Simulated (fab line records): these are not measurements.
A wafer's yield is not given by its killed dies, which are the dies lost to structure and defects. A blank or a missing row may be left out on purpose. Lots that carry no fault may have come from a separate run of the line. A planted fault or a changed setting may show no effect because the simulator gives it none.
Matching of chambers | flow gf180mcu | 4 sister chambers for GF_V4_ETCH_16 on rie_diel-02
The step etches BARC in N2/H2. 22 wafers are shown with their chamber, then 11 later ones without.

## WAFERS, EACH WITH ITS CHAMBER
wafer  | chamber | drypump_motor_current_A (A) | oes_product_au (a.u.) | throttle_valve_pct (%)
L075.1 | 1       | 5.8                         | 0.851                 | 13.229
L075.2 | 2       | 6.4                         | 0.861                 | 13.236
L075.3 | 0       | 6.5                         | 0.860                 | 13.227
L075.4 | 0       | 6.5                         | 0.855                 | 13.223
L075.5 | 2       | 6.4                         | 0.855                 | 13.214
L075.6 | 1       | 5.8                         | 0.860                 | 13.228
L081.1 | 1       | 5.8                         | 0.852                 | 13.206
L081.3 | 0       | 6.5                         | 0.851                 | 13.211
L081.5 | 0       | 6.5                         | 0.853                 | 13.242
L082.1 | 0       | 6.5                         | 0.859                 | 13.228
L082.2 | 1       | 5.8                         | 0.857                 | 13.220
L082.6 | 2       | 6.3                         | 0.858                 | 13.215
L083.2 | 0       | 6.5                         | 0.855                 | 13.225
L083.4 | 3       | 5.8                         | 0.858                 | 13.202
L083.5 | 0       | 6.5                         | 0.865                 | 13.229
L086.1 | 2       | 6.3                         | 0.850                 | 13.228
L086.3 | 3       | 5.8                         | 0.858                 | 13.233
L086.4 | 0       | 6.5                         | 0.855                 | 13.216
L087.2 | 3       | 5.8                         | 0.865                 | 13.218
L087.5 | 1       | 5.8                         | 0.862                 | 13.217
L087.6 | 0       | 6.5                         | 0.849                 | 13.208
L089.2 | 1       | 5.8                         | 0.861                 | 13.233

SIGNATURES (means of the wafers above)
reading                 | chamber 0 | chamber 1 | chamber 2 | chamber 3 | scatter within a chamber
drypump_motor_current_A | 6.500     | 5.800     | 6.350     | 5.800     | 0.0236
oes_product_au          | 0.85578   | 0.85717   | 0.85600   | 0.86033   | 0.00472
throttle_valve_pct      | 13.22322  | 13.22217  | 13.22325  | 13.21767  | 0.011
Rule: for a wafer and a chamber, the distance is found by dividing, reading by reading, the gap between the wafer's reading and the chamber's mean by the reading's scatter, squaring, summing and taking the root. If the next closest chamber is less than 2 further off than the closest, the wafer can't be placed; otherwise it belongs to the closest. The scatter is the square root of a quotient: the sum, over the shown wafers, of each reading's squared deviation from its chamber's mean, divided by wafers minus chambers.

## WAFERS WHOSE CHAMBER IS MISSING
wafer  | drypump_motor_current_A (A) | oes_product_au (a.u.) | throttle_valve_pct (%)
L089.4 | 6.4                         | 0.855                 | 13.226
L089.6 | 6.5                         | 0.848                 | 13.226
L088.2 | 5.8                         | 0.850                 | 13.228
L088.3 | 6.3                         | 0.857                 | 13.214
L088.6 | 6.5                         | 0.852                 | 13.220
L090.1 | 5.8                         | 0.849                 | 13.214
L090.2 | 6.5                         | 0.853                 | 13.212
L090.3 | 5.8                         | 0.863                 | 13.225
L090.4 | 6.3                         | 0.852                 | 13.221
L090.5 | 5.8                         | 0.858                 | 13.225
L090.6 | 6.5                         | 0.857                 | 13.238

## THE CHAMBER EACH PASSED THROUGH
wafer  | from the rows above     | in truth
L089.4 | 2                       | 2
L089.6 | 0                       | 0
L088.2 | can't be placed: 1 or 3 | 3
L088.3 | 2                       | 2
L088.6 | 0                       | 0
L090.1 | can't be placed: 1 or 3 | 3
L090.2 | 0                       | 0
L090.3 | can't be placed: 3 or 1 | 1
L090.4 | 2                       | 2
L090.5 | can't be placed: 1 or 3 | 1
L090.6 | 0                       | 0
7 of 11 placed correctly. Unplaceable from these rows: 4, with the true chamber sitting among the candidates in 4. 0 placed wrongly.
